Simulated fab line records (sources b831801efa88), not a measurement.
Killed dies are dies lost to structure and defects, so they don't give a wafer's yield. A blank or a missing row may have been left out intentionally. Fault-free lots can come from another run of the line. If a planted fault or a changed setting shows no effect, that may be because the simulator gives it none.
A lot that was struck, set against a sound lot / flow sky130 / 36 steps out of a route of 708
Sound: wafers L870.2, L870.4, L870.5. Struck: wafers L882.1, L882.2, L882.6. The cause is given at the end.
Order at every step that has rows: each side's tool, ch and its chambers, its first start. Under that, the readings that differ: sound wafers / struck wafers / difference of the means / sigmas: that difference in standard deviations of wafers without a fault.
alike: readings with means less than 2 such deviations apart, plus words and numbers identical on both sides. not compared: withheld readings, readings lacking a value on some wafer, bounds such as >300 that could conceal the same value, and numbers that have no deviation in the record and whose values overlap.
The two part at a step that has a row with sigmas, a row that says differs or no value, or rows on one side only. Non-overlapping numbers with no deviation appear without sigmas and do not part them. Lack of a reading on every wafer of one side parts them only where that side has two or more wafers.

first, 9 steps without rows for these wafers: SKY_LDD_HVP_IMPLANT_08; SKY_LDD_HVP_STRIP_09 (strips in O2/N2); SKY_LDD_LDN_DEHYDRATE_00 (time 60 s); SKY_LDD_LDN_HMDS_01 (prime time 60 s); SKY_LDD_LDN_COAT_02 (resist thk 1140 nm); SKY_LDD_LDN_SOFTBAKE_03 (time 60 s); SKY_LDD_LDN_EXPOSE_04 (exposes mask LDNTM, target cd 700 nm); SKY_LDD_LDN_PEB_05; SKY_LDD_LDN_DEVELOP_06 (develop time 60 s).
SKY_LDD_LDN_IMPLANT_08:
  sound on implanter-02 ch 0, day 22 15:34; struck on implanter-03 ch 0, day 28 03:35
  alike: endStationPressureTorr, rotationDeg
then, 25 steps without rows for these wafers: SKY_LDD_LDN_IMPLANT_09; SKY_LDD_LDN_IMPLANT_10; SKY_LDD_LDN_IMPLANT_11; SKY_LDD_LDN_STRIP_12 (strips in O2/N2); SKY_LDD_LDN_CLEAN_14 (cleans in SC1/SC2, time 150 s); SKY_SPACER_CVD_00 (deposits Si3N4 from DCS/NH3, target thk 43.1 nm, time 740 s); SKY_SPACER_ETCHBACK_02 (etches Si3N4 in CH3F/O2, stops on SiO2, time 46.7 s, target depth 45 nm); SKY_POLY_CUT_DEHYDRATE_00 (time 60 s); SKY_POLY_CUT_HMDS_01 (prime time 60 s); SKY_POLY_CUT_COAT_02 (resist thk 60 nm); SKY_POLY_CUT_COAT_03 (resist thk 450 nm); SKY_POLY_CUT_SOFTBAKE_04 (time 90 s); SKY_POLY_CUT_EXPOSE_05 (exposes mask NPCM, target cd 270 nm); SKY_POLY_CUT_PEB_06; SKY_POLY_CUT_DEVELOP_07 (develop time 60 s); SKY_POLY_CUT_ETCH_10 (etches BARC in N2/H2, stops on SiO2, time 45.9 s, target depth 60 nm); SKY_POLY_CUT_ETCH_11 (etches Si3N4 in CF4/CH2F2/Ar, stops on poly-Si, time 42.5 s, target depth 60 nm); SKY_POLY_CUT_STRIP_12 (strips in O2/N2); SKY_SD_P_DEHYDRATE_00 (time 60 s); SKY_SD_P_HMDS_01 (prime time 60 s); SKY_SD_P_COAT_02 (resist thk 1140 nm); SKY_SD_P_SOFTBAKE_03 (time 60 s); SKY_SD_P_EXPOSE_04 (exposes mask PSDM, target cd 380 nm); SKY_SD_P_PEB_05; SKY_SD_P_DEVELOP_06 (develop time 60 s).
-- a jump in the record: the struck wafers' starts before and after are 21 days apart (it breaks off in module SD_P and resumes in module PAD_OPEN, where the first step shown is number 708 of the route) --
SKY_PAD_OPEN_PROBE_99:
  sound on prober-01, day 45 12:31; struck on prober-01, day 49 04:40
reading=model.etest.diodeNwellSub.leakLog10ACm2; sound=-7.627 -7.764 -7.398; struck=-5.978 -6.041 -6.105; difference=+1.555; sigmas=
reading=model.etest.diodeDnwellSub.leakLog10ACm2; sound=-7.217 -7.531 -7.352; struck=-5.815 -6.133 -6.044; difference=+1.369; sigmas=
reading=model.etest.diodePwellDnwell.leakLog10ACm2; sound=-7.649 -7.645 -7.499; struck=-6.411 -6.216 -6.612; difference=+1.185; sigmas=
reading=model.etest.diodeNdiffPwellHv.leakLog10ACm2; sound=-6.507 -6.382 -6.654; struck=-5.579 -5.85 -5.685; difference=+0.810; sigmas=
reading=model.etest.diodePdiffNwellHv.leakLog10ACm2; sound=-6.405 -6.651 -6.593; struck=-5.888 -6.217 -5.926; difference=+0.539; sigmas=
reading=model.etest.diodeNdiffPwell.leakLog10ACm2; sound=-7.217 -7.617 -7.056; struck=-6.424 -6.616 -6.663; difference=+0.729; sigmas=
reading=model.etest.diodePdiffNwell.leakLog10ACm2; sound=-7.334 -7.255 -7.364; struck=-6.565 -6.498 -6.792; difference=+0.699; sigmas=
reading=model.etest.nfet_16v.offLog10AUm; sound=-13.81 -13.76 -13.83; struck=-13.2 -13.49 -13.18; difference=+0.5; sigmas=
  alike: killed_at_M0_to_M3, killed_at_M4_up, killedAtContacts, killedAtFrontEnd, killedAtOther, killedDies, killedOpen, killedShort

WHERE THEY PART
Nowhere in this record.

WHY: what had been put in by the simulator
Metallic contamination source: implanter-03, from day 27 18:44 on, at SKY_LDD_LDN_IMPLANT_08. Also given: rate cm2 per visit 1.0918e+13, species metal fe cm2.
